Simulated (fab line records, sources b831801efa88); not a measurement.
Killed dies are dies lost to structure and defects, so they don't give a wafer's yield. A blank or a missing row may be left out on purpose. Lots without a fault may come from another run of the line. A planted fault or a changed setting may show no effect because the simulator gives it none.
One fault seen from 2 desks | flow sky130 | each desk has only its own numbers; what lay behind them comes last

THE METROLOGY DESK
What the gauges read, lot by lot, whatever tool the lot ran on: means of the sampled wafers that have a number. A lot is out of limits, marked OUT, if its mean lies more than 4 standard deviations from the usual mean; the brackets give that distance.
Columns: A = FIELD_ISO_OXIDATION_00_THK at SKY_FIELD_ISO_THK_MEAS_02, usual 11.07 nm; B = LDD_HVN_TW at SKY_LDD_HVN_TW_MEAS_10, usual 1432
lot  | first seen here | A     | B
L155 | day 1 11:49     | 11.04 | 1422
L157 | day 1 21:47     | 11.33 | 1432
L158 | day 2 03:19     | 10.95 | 1433
L159 | day 2 07:50     | 11.12 | 1420
L161 | day 2 18:35     | 10.67 | 1436
L163 | day 3 05:41     | 10.96 | 1479 (+6.4) OUT
L164 | day 3 09:58     | 11.21 | 1476 (+5.9) OUT
L166 | day 3 19:02     | 11.46 | 1466 (+4.6) OUT
L172 | day 5 00:55     | 11.17 | 1437
L175 | day 5 15:38     | 10.98 | 1433
L176 | day 5 23:12     | 10.67 | 1430
L178 | day 6 06:38     | 11.16 | 1442
This desk's finding: out of limits on L163, L164, L166; first on L163, day 23 10:39 (LDD_HVN_TW at SKY_LDD_HVN_TW_MEAS_10). In limits: L155, L157, L158, L159, L161, L172, L175, L176, L178.

THE TOOL OWNER'S DESK: implanter-01
The tool's own readings at SKY_LDD_HVN_IMPLANT_08: means of the sampled wafers that have a number, for each lot that ran on this tool. A lot is out of limits, marked OUT, if its mean lies more than 4 standard deviations from the usual mean; the brackets give that distance.
Columns: A = beam_on_s at SKY_LDD_HVN_IMPLANT_08, usual 9.99 s; B = faraday_current_uA at SKY_LDD_HVN_IMPLANT_08, usual 169
lot  | first seen here | A                | B
L158 | day 21 05:09    | 9.82             | 172
L161 | day 22 20:25    | 10.25            | 165
L163 | day 23 10:26    | 10.79 (+4.4) OUT | 156 (-4.2) OUT
L164 | day 23 16:40    | 10.88 (+4.9) OUT | 156 (-4.5) OUT
L166 | day 24 09:58    | 10.86 (+4.8) OUT | 155 (-4.6) OUT
This desk's finding: out of limits on L163, L164, L166; first on L163, day 23 10:26 (beam_on_s at SKY_LDD_HVN_IMPLANT_08). In limits: L158, L161.

PUT TOGETHER
The tool owner's desk could have raised an alarm at day 23 10:26, on L163, L164, L166.
The metrology desk could have raised an alarm at day 23 10:39, on L163, L164, L166.
Of the lots named, all ran SKY_LDD_HVN_IMPLANT_08 on implanter-01.

WHAT THE SIMULATOR HAD PUT IN
Process parameter drift: implanter-01, from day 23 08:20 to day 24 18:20, at SKY_LDD_HVN_IMPLANT_08. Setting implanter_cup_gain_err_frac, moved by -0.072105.
Lots struck among those shown: L163, L164, L166.
Hours from the fault's start to each desk's first reading out of limits: the tool owner's desk, 2; the metrology desk, 2.
